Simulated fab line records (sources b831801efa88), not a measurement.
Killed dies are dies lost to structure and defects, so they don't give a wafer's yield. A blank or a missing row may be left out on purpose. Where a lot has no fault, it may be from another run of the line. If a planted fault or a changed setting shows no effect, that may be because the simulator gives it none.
Which tool did it? / flow gf180mcu / 6 lots with 18 wafers sampled at 3 steps, on a route of 602 steps

== WHAT EACH GAUGE READ, for each wafer ==
GF_V5_RS_MEAS_24: uses a four-point probe to measure.
lot=L791; measured=day 27 23:20; on=film-metro-02; V5_W_RS (ohm/sq)=0.326 0.327 0.332
lot=L795; measured=day 29 00:53; on=film-metro-02; V5_W_RS (ohm/sq)=0.330 0.326 0.330
lot=L797; measured=day 29 21:18; on=film-metro-02; V5_W_RS (ohm/sq)=0.323 0.326 0.328
lot=L800; measured=day 30 16:15; on=film-metro-04; V5_W_RS (ohm/sq)=0.327 0.329 0.325
lot=L805; measured=day 31 21:50; on=film-metro-01; V5_W_RS (ohm/sq)=0.325 0.325 0.323
lot=L809; measured=day 32 21:45; on=film-metro-01; V5_W_RS (ohm/sq)=0.327 0.325 0.321

== WHAT TOOL EACH LOT RAN ON (gives the tool, then ch and the chambers of the sampled wafers, and finally the start) ==
lot=L791; GF_M4_SPUTTER_04=pvd-sputter-02, day 23 06:10; GF_V5_STRIP_18=plasma-asher-03 ch 0,1, day 27 22:34
lot=L795; GF_M4_SPUTTER_04=pvd-sputter-02, day 24 13:17; GF_V5_STRIP_18=plasma-asher-01 ch 0,1, day 29 00:08
lot=L797; GF_M4_SPUTTER_04=pvd-sputter-02, day 25 10:44; GF_V5_STRIP_18=plasma-asher-03 ch 0,1, day 29 20:28
lot=L800; GF_M4_SPUTTER_04=pvd-sputter-02, day 26 09:43; GF_V5_STRIP_18=plasma-asher-03 ch 0,1, day 30 15:29
lot=L805; GF_M4_SPUTTER_04=pvd-sputter-03, day 27 19:19; GF_V5_STRIP_18=plasma-asher-03 ch 1, day 31 21:06
lot=L809; GF_M4_SPUTTER_04=pvd-sputter-02, day 29 00:12; GF_V5_STRIP_18=plasma-asher-03 ch 0,1, day 32 20:59
- GF_M4_SPUTTER_04: material TiN, target thk 50 nm, time 41.7 s.
- GF_V5_STRIP_18: strips in O2/N2.

== THE ANSWER, worked out from the rows above alone ==
Rule: the usual values come from the lots themselves. The widest of any qualifying gaps counts: lots, ordered by their means at a reading, are off when they make up no more than a third of the lots, leave a main group of 4 or more, and stand apart from it by 3 or more times the standard deviation of that group's means. Not used: any main group whose means are identical at the precision the tables above print for the reading. A lot without any number at a reading at which 4 lots or more have one is off too. Any other lot the step has rows for is counted as sound.
Across all readings shown, no lot is off: no conclusion can be drawn from this.

== WHAT HAD BEEN PUT IN BY THE SIMULATOR ==
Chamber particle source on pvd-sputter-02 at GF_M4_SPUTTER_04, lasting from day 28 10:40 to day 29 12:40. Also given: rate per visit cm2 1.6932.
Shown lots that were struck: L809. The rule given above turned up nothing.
